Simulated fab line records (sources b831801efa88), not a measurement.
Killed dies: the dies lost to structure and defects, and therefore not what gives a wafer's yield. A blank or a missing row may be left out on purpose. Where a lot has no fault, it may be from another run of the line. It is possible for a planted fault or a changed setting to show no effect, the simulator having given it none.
fab line records | flow sky130
[record] lots = 12 | wafers = 36 | last_day = 50
route steps=708 shown LDD_LDN@301 SD_P@327 SD_N@344 PAD_OPEN@708
lots untouched by any fault: they come from a run of this same line in which no faults occurred
start_h: hours from the record's first day to the start of the lot's first wafer shown | wait_h: how many hours have passed since the lot's step before this one | " repeats the value in the row above | L1.1+2: one row covering several wafers at once | - value missing, or start not given | * or withheld: withheld | < > ~ a bound
route shown NAME@n: NAME is a module with steps in the file, n the number in the route of the first one | usual: the fault-free wafers' mean and standard deviation | same: alike in all rows | chamber/n: place in a boat | sites: the reading at each site | _std_site: the standard deviation of these | _edge_site: outer sites' mean less inner sites' | radius_mm: how far each site lies from the wafer's centre | mask NAME#n: copy n | behind: the last tool/chamber to shape the wafer | hold: why the lot went on hold/how many hours it stayed there/how the hold came to an end | device: the n, p or np transistor that did not switch | end of line: the tests these same wafers got at the end of their route | for a step that has no rows: nothing shown but its recipe | killed: count of dies lost to structure and defects at first sort (not the wafer's yield) | map: dies across one wafer; x = killed, . = not, _ = none there
set.NAME: the run value of the setting; set.NAME@STEP: its run value at that earlier step | model.NAME: the simulator's own value behind a step, which no gauge read
steps of the route over a sample of lots; a table a step, a row a wafer
services: a tool's chamber out of use, with start hour (start_h, from the record's first day; less than 0 if before it), hours out, and reason
[[steps]]
[step SKY_LDD_LDN_STRIP_12]
[recipe] chemistry = O2/N2 | power_w = 1400 | pressure_mtorr = 1500 | platen_temp_c = withheld | o2_flow_sccm = 3000 | n2_flow_sccm = 300 | overash_fraction = 0.5
[usual] chamber_pressure_mTorr = 1499.9/1.5 | drypump_motor_current_A = 5.7/0.68 | n2_flow_sccm = 299.9/0.88 | oes_product_au = 0.715/0.004 | strip_time_to_endpoint_s = 14.19/0.036
lot.wafer | tool            | chamber | start_h | wait_h | chamber_pressure_mTorr | drypump_motor_current_A | n2_flow_sccm | oes_product_au | rf_hours_counter_h | strip_time_to_endpoint_s
L848.1    | plasma_asher-04 | 0       | 529.27  | 0.1    | 1501.3                 | 6.7                     | 301.0        | 0.709          | 82                 | 14.16
L848.3    | "               | 0       | "       | "      | 1500.2                 | 6.6                     | 300.8        | 0.718          | -                  | 14.16
L848.4    | "               | 1       | "       | "      | 1500.0                 | 4.7                     | 300.1        | 0.717          | -                  | 14.18
L851.1    | plasma_asher-03 | 0       | 558.87  | 0.1    | 1501.9                 | 5.8                     | 300.0        | 0.714          | 13                 | 14.21
L851.4    | "               | 0       | "       | "      | 1499.5                 | 5.8                     | 299.7        | 0.714          | -                  | 14.17
L851.5    | "               | 0       | "       | "      | 1502.3                 | 5.8                     | 300.8        | 0.720          | -                  | 14.18
L852.1    | plasma_asher-01 | 0       | 575.12  | 0.1    | 1499.1                 | 5.2                     | 298.0        | 0.711          | 45                 | 14.22
L852.2    | "               | 1       | "       | "      | 1499.7                 | 6.2                     | 301.3        | 0.714          | 45                 | 14.23
L852.4    | "               | 0       | "       | "      | 1498.5                 | 5.2                     | 297.9        | 0.709          | -                  | 14.26
L853.1    | plasma_asher-01 | 0       | 578.42  | 0.1    | 1499.0                 | 5.2                     | 300.9        | 0.714          | 45                 | 14.22
L853.4    | "               | 1       | "       | "      | 1501.3                 | 6.2                     | 300.0        | 0.713          | -                  | 14.23
L853.5    | "               | 1       | "       | "      | 1500.7                 | 6.2                     | 300.3        | 0.709          | -                  | 14.21
L856.2    | plasma_asher-04 | 1       | 616.72  | 0.1    | 1499.0                 | 4.7                     | 298.5        | 0.714          | 91                 | 14.16
L856.4    | "               | 0       | "       | "      | 1498.1                 | 6.7                     | 300.6        | 0.714          | -                  | 14.22
L856.5    | "               | 0       | "       | "      | 1501.1                 | 6.7                     | 299.7        | 0.713          | -                  | 14.17
L857.3    | plasma_asher-03 | 1       | 617.65  | 0.1    | 1502.0                 | 5.5                     | 300.0        | 0.716          | -                  | 14.20
L857.4    | "               | 0       | "       | "      | 1499.9                 | 5.8                     | 299.7        | 0.720          | -                  | 14.18
L857.5    | "               | 1       | "       | "      | 1498.3                 | 5.4                     | 299.3        | 0.711          | -                  | 14.19
L864.1    | plasma_asher-04 | 1       | 667.52  | 0.1    | 1499.1                 | 4.7                     | 299.9        | 0.717          | 96                 | 14.20
L864.2    | "               | 0       | "       | "      | 1500.9                 | 6.7                     | 299.5        | 0.716          | 96                 | 14.19
L864.4    | "               | 1       | "       | "      | 1498.8                 | 4.7                     | 300.5        | 0.714          | -                  | 14.15
L865.1    | plasma_asher-04 | 1       | 671.42  | 0.1    | 1502.4                 | 4.7                     | 300.2        | 0.719          | 97                 | 14.16
L865.3    | "               | 1       | "       | "      | 1501.2                 | 4.7                     | 299.0        | 0.720          | -                  | 14.12
L865.5    | "               | 0       | "       | "      | 1500.1                 | 6.7                     | 301.4        | 0.714          | -                  | 14.10
L866.2    | plasma_asher-03 | 1       | 684.42  | 0.1    | 1501.1                 | 5.5                     | 301.6        | 0.720          | 26                 | 14.16
L866.3    | "               | 0       | "       | "      | 1500.7                 | 5.8                     | 300.3        | 0.715          | -                  | 14.17
L866.5    | "               | 1       | "       | "      | 1498.0                 | 5.4                     | 300.6        | 0.708          | -                  | 14.17
L867.1    | plasma_asher-04 | 1       | 692.47  | 0.1    | 1497.8                 | 4.7                     | 298.2        | 0.710          | 99                 | 14.22
L867.2    | "               | 0       | "       | "      | 1502.4                 | 6.7                     | 299.3        | 0.721          | 99                 | 14.23
L867.6    | "               | 1       | "       | "      | 1501.0                 | 4.7                     | 300.5        | 0.716          | -                  | 14.26
L869.2    | plasma_asher-01 | 0       | 700.47  | 0.1    | 1501.3                 | 5.2                     | 299.9        | 0.717          | 56                 | 14.12
L869.4    | "               | 0       | "       | "      | 1497.7                 | 5.2                     | 299.4        | 0.715          | -                  | 14.14
L869.5    | "               | 1       | "       | "      | 1500.1                 | 6.2                     | 301.0        | 0.714          | -                  | 14.11
L870.2    | plasma_asher-03 | 0       | 714.27  | 0.1    | 1499.2                 | 5.8                     | 299.3        | 0.715          | 29                 | 14.17
L870.3    | "               | 0       | "       | "      | 1499.4                 | 5.8                     | 300.3        | 0.716          | -                  | 14.15
L870.4    | "               | 1       | "       | "      | 1500.8                 | 5.5                     | 299.2        | 0.719          | -                  | 14.16
[step SKY_SD_P_CD_MEAS_07]
[recipe] target_cd_nm = 380
[usual] cd_nm = 379.1/2
lot.wafer | tool      | chamber | start_h | wait_h | cd_nm
L848.1    | cd_sem-01 | -       | 595.23  | 0.1    | 376.5
L848.3    | "         | -       | "       | "      | 377.2
L848.4    | "         | -       | "       | "      | 376.4
L851.1    | cd_sem-01 | -       | 618.63  | 0.1    | 375.0
L851.4    | "         | -       | "       | "      | 376.9
L851.5    | "         | -       | "       | "      | 373.4
L852.1    | cd_sem-02 | -       | 635.13  | 0.1    | 377.6
L852.2    | "         | -       | "       | "      | 377.9
L852.4    | "         | -       | "       | "      | 376.5
L853.1    | cd_sem-02 | -       | 637.70  | 0.1    | 378.6
L853.4    | "         | -       | "       | "      | 382.7
L853.5    | "         | -       | "       | "      | 379.5
L857.3    | cd_sem-02 | -       | 677.13  | 0.1    | 380.9
L857.4    | "         | -       | "       | "      | 379.2
L857.5    | "         | -       | "       | "      | 378.6
L856.2    | cd_sem-02 | -       | 677.40  | 0.1    | 378.9
L856.4    | "         | -       | "       | "      | 378.8
L856.5    | "         | -       | "       | "      | 378.1
L864.1    | cd_sem-02 | -       | 729.85  | 5.1    | 382.6
L864.2    | "         | -       | "       | "      | 380.8
L864.4    | "         | -       | "       | "      | 381.0
L865.1    | cd_sem-01 | -       | 730.57  | 1.0    | 379.7
L865.3    | "         | -       | "       | "      | 378.2
L865.5    | "         | -       | "       | "      | 379.0
L866.2    | cd_sem-01 | -       | 739.16  | 0.1    | 379.0
L866.3    | "         | -       | "       | "      | 379.2
L866.5    | "         | -       | "       | "      | 378.7
L867.1    | cd_sem-02 | -       | 752.98  | 0.1    | 380.3
L867.2    | "         | -       | "       | "      | 381.3
L867.6    | "         | -       | "       | "      | 380.6
L869.2    | cd_sem-01 | -       | 757.55  | 0.1    | 381.3
L869.4    | "         | -       | "       | "      | 380.6
L869.5    | "         | -       | "       | "      | 381.3
L870.2    | cd_sem-01 | -       | 767.81  | 0.1    | 379.7
L870.3    | "         | -       | "       | "      | 378.5
L870.4    | "         | -       | "       | "      | 379.7
[step SKY_SD_N_COAT_02]
[recipe] resist = NOVOLAK | spin_rpm = 3000 | resist_thk_nm = 1140
[usual] chill_plate_temp_C = 23.00/0.1 | dispense_pressure_kPa = 52/3.1
lot.wafer | tool           | chamber | start_h | wait_h | chill_plate_temp_C | dispense_pressure_kPa
L848.1    | litho_track-04 | 0       | 638.63  | 0.1    | 23.04              | 55
L848.3    | "              | 0       | "       | "      | 23.06              | 55
L848.4    | "              | 0       | "       | "      | 22.97              | 55
L851.1    | litho_track-01 | 0       | 660.24  | 0.1    | 22.88              | 52
L851.4    | "              | 0       | "       | "      | 23.17              | 52
L851.5    | "              | 0       | "       | "      | 23.02              | 52
L852.1    | litho_track-04 | 0       | 677.63  | 0.1    | 23.00              | 54
L852.2    | "              | 0       | "       | "      | 22.85              | 54
L852.4    | "              | 0       | "       | "      | 22.96              | 55
L853.1    | litho_track-04 | 0       | 679.43  | 0.1    | 22.76              | 55
L853.4    | "              | 0       | "       | "      | 22.84              | 55
L853.5    | "              | 0       | "       | "      | 22.87              | 54
L857.3    | litho_track-04 | -       | 719.08  | 0.1    | -                  | -
L857.4    | "              | -       | "       | "      | -                  | -
L857.5    | "              | -       | "       | "      | -                  | -
L856.2    | litho_track-04 | -       | 719.66  | 0.1    | -                  | -
L856.4    | "              | -       | "       | "      | -                  | -
L856.5    | "              | -       | "       | "      | -                  | -
L864.1    | litho_track-04 | 0       | 767.58  | 0.1    | 23.11              | 54
L864.2    | "              | 0       | "       | "      | 22.98              | 55
L864.4    | "              | 0       | "       | "      | 22.96              | 55
L865.1    | litho_track-04 | 0       | 768.83  | 0.1    | 22.98              | 55
L865.3    | "              | 0       | "       | "      | 22.93              | 55
L865.5    | "              | 0       | "       | "      | 22.93              | 55
L866.2    | litho_track-04 | 0       | 779.86  | 0.1    | 22.94              | 55
L866.3    | "              | 0       | "       | "      | 23.07              | 55
L866.5    | "              | 0       | "       | "      | 23.04              | 55
L867.1    | litho_track-04 | 0       | 791.38  | 0.1    | 22.84              | 55
L867.2    | "              | 0       | "       | "      | 22.95              | 55
L867.6    | "              | 0       | "       | "      | 22.93              | 55
L869.2    | litho_track-03 | 0       | 795.41  | 0.1    | 23.13              | 47
L869.4    | "              | 0       | "       | "      | 22.93              | 47
L869.5    | "              | 0       | "       | "      | 22.94              | 47
L870.2    | litho_track-03 | 0       | 808.11  | 0.1    | 22.95              | 47
L870.3    | "              | 0       | "       | "      | 22.73              | 47
L870.4    | "              | 0       | "       | "      | 22.96              | 47
[step SKY_SD_N_CD_MEAS_07]
[recipe] target_cd_nm = 380
[usual] cd_nm = 380.1/2.1
lot.wafer | tool      | chamber | start_h | wait_h | cd_nm
L848.1    | cd_sem-01 | -       | 652.54  | 0.1    | 377.7
L848.3    | "         | -       | "       | "      | 380.8
L848.4    | "         | -       | "       | "      | 378.2
L851.1    | cd_sem-02 | -       | 674.08  | 0.1    | 377.8
L851.4    | "         | -       | "       | "      | 379.5
L851.5    | "         | -       | "       | "      | 379.2
L852.1    | cd_sem-01 | -       | 691.53  | 0.1    | 380.3
L852.2    | "         | -       | "       | "      | 380.6
L852.4    | "         | -       | "       | "      | 380.2
L853.1    | cd_sem-01 | -       | 693.59  | 0.1    | 385.0
L853.4    | "         | -       | "       | "      | 383.1
L853.5    | "         | -       | "       | "      | 384.8
L857.3    | cd_sem-02 | -       | 732.32  | 0.1    | -
L857.4    | "         | -       | "       | "      | -
L857.5    | "         | -       | "       | "      | -
L856.2    | cd_sem-02 | -       | 732.90  | 0.1    | -
L856.4    | "         | -       | "       | "      | -
L856.5    | "         | -       | "       | "      | -
L864.1    | cd_sem-02 | -       | 782.29  | 0.1    | 378.2
L864.2    | "         | -       | "       | "      | 379.9
L864.4    | "         | -       | "       | "      | 377.6
L865.1    | cd_sem-01 | -       | 783.28  | 0.1    | 379.3
L865.3    | "         | -       | "       | "      | 380.2
L865.5    | "         | -       | "       | "      | 381.4
L866.2    | cd_sem-02 | -       | 792.35  | 0.1    | 381.1
L866.3    | "         | -       | "       | "      | 379.2
L866.5    | "         | -       | "       | "      | 379.5
L867.1    | cd_sem-01 | -       | 804.98  | 0.1    | 381.4
L867.2    | "         | -       | "       | "      | 383.7
L867.6    | "         | -       | "       | "      | 382.8
L869.2    | cd_sem-01 | -       | 809.35  | 0.1    | 380.7
L869.4    | "         | -       | "       | "      | 377.0
L869.5    | "         | -       | "       | "      | 378.7
L870.2    | cd_sem-02 | -       | 820.55  | 0.1    | 379.8
L870.3    | "         | -       | "       | "      | 380.1
L870.4    | "         | -       | "       | "      | 382.2
[step SKY_SD_N_RS_MEAS_16]
[recipe] thk_meas_gauge = four-point-probe
[usual] SD_N_RS = 67.92/0.11
lot.wafer | tool          | chamber | start_h | wait_h | SD_N_RS[ohm/sq]
L848.1    | film_metro-04 | -       | 653.38  | 0.1    | 67.89
L848.3    | "             | -       | "       | "      | 68.03
L848.4    | "             | -       | "       | "      | 67.90
L851.1    | film_metro-01 | -       | 674.92  | 0.1    | 67.79
L851.4    | "             | -       | "       | "      | 67.76
L851.5    | "             | -       | "       | "      | 68.00
L852.1    | film_metro-01 | -       | 692.37  | 0.1    | 67.94
L852.2    | "             | -       | "       | "      | 68.01
L852.4    | "             | -       | "       | "      | 67.83
L853.1    | film_metro-02 | -       | 694.43  | 0.1    | 68.09
L853.4    | "             | -       | "       | "      | 68.11
L853.5    | "             | -       | "       | "      | 68.05
L857.3    | film_metro-01 | -       | 733.16  | 0.1    | 67.83
L857.4    | "             | -       | "       | "      | 68.01
L857.5    | "             | -       | "       | "      | 67.93
L856.2    | film_metro-04 | -       | 733.74  | 0.1    | 67.81
L856.4    | "             | -       | "       | "      | 68.09
L856.5    | "             | -       | "       | "      | 67.74
L864.1    | film_metro-01 | -       | 783.13  | 0.1    | 67.90
L864.2    | "             | -       | "       | "      | 67.85
L864.4    | "             | -       | "       | "      | 68.00
L865.1    | film_metro-01 | -       | 784.13  | 0.1    | 67.90
L865.3    | "             | -       | "       | "      | 67.96
L865.5    | "             | -       | "       | "      | 67.89
L866.2    | film_metro-02 | -       | 793.20  | 0.1    | 68.04
L866.3    | "             | -       | "       | "      | 67.99
L866.5    | "             | -       | "       | "      | 68.05
L867.1    | film_metro-04 | -       | 805.82  | 0.1    | 67.91
L867.2    | "             | -       | "       | "      | 67.79
L867.6    | "             | -       | "       | "      | 67.86
L869.2    | film_metro-02 | -       | 810.19  | 0.1    | 67.83
L869.4    | "             | -       | "       | "      | 67.94
L869.5    | "             | -       | "       | "      | 68.00
L870.2    | film_metro-02 | -       | 821.39  | 0.1    | 68.02
L870.3    | "             | -       | "       | "      | 68.23
L870.4    | "             | -       | "       | "      | 68.09
[step SKY_PAD_OPEN_PROBE_99]
[usual] killed_at_M0_to_M3 = 44/6.6 | killed_at_M4_up = 2.9/1.8 | killed_at_contacts = 24/4.8 | killed_at_front_end = 15/4.5 | killed_at_other = 0.3/0.64 | killed_dies = 86/8.7 | killed_on_rim = 17/3.8 | killed_open = 47/6.5 | killed_short = 39/5.8
[same] gross_dies = 492 | killed_at_back_side = 0
lot.wafer | tool      | chamber | start_h | wait_h | killed_at_M0_to_M3 | killed_at_M4_up | killed_at_contacts | killed_at_front_end | killed_at_other | killed_dies | killed_on_rim | killed_open | killed_short
L848.1    | prober-02 | -       | 1076.35 | 0.1    | 37                 | 3               | 25                 | 18                  | 2               | 85          | 15            | 56          | 27
L848.3    | prober-02 | -       | 1076.45 | 0.2    | 44                 | 6               | 26                 | 14                  | 1               | 91          | 14            | 50          | 41
L848.4    | prober-02 | -       | 1076.50 | 0.2    | 38                 | 5               | 21                 | 23                  | 0               | 87          | 17            | 41          | 46
L852.1    | prober-02 | -       | 1108.91 | 0.1    | 34                 | 5               | 18                 | 11                  | 0               | 68          | 14            | 40          | 28
L852.2    | prober-02 | -       | 1108.96 | 0.1    | 34                 | 1               | 25                 | 18                  | 0               | 78          | 14            | 45          | 33
L852.4    | prober-02 | -       | 1109.06 | 0.2    | 42                 | 1               | 24                 | 17                  | 0               | 84          | 18            | 55          | 29
L857.3    | prober-02 | -       | 1138.54 | 0.2    | 47                 | 4               | 27                 | 414                 | 0               | 492         | 96            | 39          | 55
L857.5    | prober-02 | -       | 1138.64 | 0.2    | 38                 | 2               | 22                 | 428                 | 2               | 492         | 96            | 51          | 30
L856.2    | prober-01 | -       | 1139.27 | 0.1    | 41                 | 3               | 26                 | 422                 | 0               | 492         | 96            | 47          | 39
L856.4    | prober-01 | -       | 1139.37 | 0.2    | 39                 | 1               | 20                 | 432                 | 0               | 492         | 96            | 43          | 42
L856.5    | prober-01 | -       | 1139.42 | 0.2    | 38                 | 3               | 20                 | 431                 | 0               | 492         | 96            | 41          | 28
L869.2    | prober-01 | -       | 1186.81 | 0.1    | 40                 | 3               | 17                 | 21                  | 1               | 82          | 14            | 45          | 37
L869.4    | prober-01 | -       | 1186.91 | 0.2    | 49                 | 5               | 18                 | 9                   | 1               | 82          | 12            | 46          | 36
L869.5    | prober-01 | -       | 1186.96 | 0.2    | 42                 | 5               | 24                 | 22                  | 1               | 94          | 18            | 45          | 47
// killed by level:class
L848.1 VIA1:geometric_particle:open=13 CONTACT:geometric_particle:open=11 VIA2:geometric_particle:open=9 LI_CONTACT:geometric_particle:open=7 FIELD_ISO:geometric_particle:open=5 POLY_GATE:geometric_particle:short=4 POLY_GATE:geometric_particle:open=4 METAL2:geometric_particle:short=4
L848.3 VIA1:geometric_particle:open=11 VIA2:geometric_particle:open=9 LI_CONTACT:geometric_particle:open=8 CONTACT:geometric_particle:short=8 LI_CONTACT:geometric_particle:short=5 VIA3:geometric_particle:open=5 FIELD_ISO:geometric_particle:short=4 CONTACT:geometric_particle:open=4
L848.4 VIA1:geometric_particle:open=10 CONTACT:geometric_particle:open=8 FIELD_ISO:geometric_particle:short=7 POLY_GATE:geometric_particle:short=6 METAL2:geometric_particle:short=6 VIA2:geometric_particle:open=6 CONTACT:geometric_particle:short=5 METAL1:geometric_particle:short=5
L852.1 VIA2:geometric_particle:open=7 CONTACT:geometric_particle:open=6 VIA3:geometric_particle:open=6 FIELD_ISO:geometric_particle:open=4 LI_CONTACT:geometric_particle:open=4 LOCAL_INTERCONNECT:geometric_particle:short=4 VIA2:geometric_particle:short=4 METAL4:geometric_particle:short=4
L852.2 CONTACT:geometric_particle:open=11 VIA1:geometric_particle:open=9 LI_CONTACT:geometric_particle:open=6 POLY_GATE:geometric_particle:short=6 METAL2:geometric_particle:short=6 VIA2:geometric_particle:open=5 LOCAL_INTERCONNECT:geometric_particle:short=4 FIELD_ISO:geometric_particle:open=3
L852.4 VIA1:geometric_particle:open=13 CONTACT:geometric_particle:open=11 FIELD_ISO:geometric_particle:open=6 METAL1:geometric_particle:short=5 POLY_GATE:geometric_particle:short=4 LI_CONTACT:geometric_particle:open=4 VIA2:geometric_particle:open=4 CONTACT:geometric_particle:short=4
L857.3 SD_N:area_expose=398 CONTACT:geometric_particle:open=9 VIA1:geometric_particle:open=9 VIA1:geometric_particle:short=8 FIELD_ISO:geometric_particle:open=7 VIA2:geometric_particle:short=7 POLY_GATE:geometric_particle:short=6 METAL2:geometric_particle:short=6
L857.5 SD_N:area_expose=411 CONTACT:geometric_particle:open=12 VIA1:geometric_particle:open=11 FIELD_ISO:geometric_particle:open=7 POLY_GATE:geometric_particle:open=5 CONTACT:geometric_particle:short=4 VIA1:geometric_particle:short=4 VIA2:geometric_particle:open=4
L856.2 SD_N:area_expose=406 CONTACT:geometric_particle:open=11 VIA1:geometric_particle:open=11 METAL2:geometric_particle:short=8 VIA3:geometric_particle:open=7 POLY_GATE:geometric_particle:short=6 VIA2:geometric_particle:open=5 LOCAL_INTERCONNECT:geometric_particle:open=4
L856.4 SD_N:area_expose=407 POLY_GATE:geometric_particle:open=8 VIA1:geometric_particle:open=7 FIELD_ISO:geometric_particle:open=6 METAL2:geometric_particle:short=6 VIA1:geometric_particle:short=6 VIA3:geometric_particle:open=6 FIELD_ISO:geometric_particle:short=5
L856.5 SD_N:area_expose=423 CONTACT:geometric_particle:open=9 VIA1:geometric_particle:open=8 VIA3:geometric_particle:open=8 VIA2:geometric_particle:short=5 VIA2:geometric_particle:open=4 FIELD_ISO:geometric_particle:open=4 LOCAL_INTERCONNECT:geometric_particle:short=4
L869.2 CONTACT:geometric_particle:open=9 VIA3:geometric_particle:open=7 FIELD_ISO:geometric_particle:short=6 FIELD_ISO:geometric_particle:open=5 VIA1:geometric_particle:open=5 LI_CONTACT:geometric_particle:open=5 VIA2:geometric_particle:open=5 METAL1:geometric_particle:short=5
L869.4 VIA1:geometric_particle:open=12 VIA2:geometric_particle:open=12 LI_CONTACT:geometric_particle:open=6 METAL1:geometric_particle:short=6 VIA3:geometric_particle:open=6 CONTACT:geometric_particle:open=5 LOCAL_INTERCONNECT:geometric_particle:short=4 METAL2:geometric_particle:short=4
L869.5 CONTACT:geometric_particle:open=10 POLY_GATE:geometric_particle:short=8 LI_CONTACT:geometric_particle:open=7 VIA2:geometric_particle:open=7 METAL2:geometric_particle:short=7 METAL1:geometric_particle:short=6 POLY_GATE:geometric_particle:open=5 CONTACT:geometric_particle:short=5
[[services]]
tool            | chamber | start_h | hours | kind
plasma_asher-03 | -       | 511.79  | 0.8   | repair
plasma_asher-03 | -       | 536.27  | 0.7   | repair
plasma_asher-03 | -       | 545.70  | 4.1   | repair
plasma_asher-03 | -       | 553.89  | 0.9   | repair
plasma_asher-01 | -       | 611.45  | 6.5   | repair
plasma_asher-01 | -       | 667.50  | 5.7   | repair
plasma_asher-04 | -       | 733.75  | 9.0   | pm
plasma_asher-04 | 0       | 733.75  | 9.0   | vent_cycle
plasma_asher-04 | 1       | 733.75  | 9.0   | vent_cycle
plasma_asher-04 | 0       | 742.75  | -     | clean
plasma_asher-04 | 1       | 742.75  | -     | clean
plasma_asher-04 | -       | 744.85  | 21.2  | pm
plasma_asher-01 | -       | 800.76  | 2.8   | pm
[[key]]
[first_sign] step = SKY_SD_N_COAT_02 | reading = tool_record | direction = missing
[effect] step = SKY_SD_N_CD_MEAS_07 | reading = cd_nm | direction = missing
[effect] step = SKY_PAD_OPEN_PROBE_99 | reading = killed_at_front_end | direction = up | sigmas = 92 | usual = 15 | struck = 425
[more_kills_born_at] SKY_SD_N_EXPOSE_04@iline_stepper-01 = 2045
met_at SKY_SD_N_COAT_02
struck_lots L856,L857
tester_left_out L856,L857
not_acting_at SKY_LDD_LDN_STRIP_12,SKY_SD_P_CD_MEAS_07,SKY_SD_N_RS_MEAS_16
onset_between 679.43 719.08
[fault] kind = skipped_step_whole | tool = litho_track-04 | chamber = - | onset_h = 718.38 | steps = SKY_SD_N_COAT_02 | scope = struck_lots_only
// tester_left_out: of these lots the tester's yield and bins aren't shown, on N5 and GAA mostly nor the transistor test; their killed dies are dies lost to structure and defects alone, not to doping, threshold or leakage, so they don't give the yield
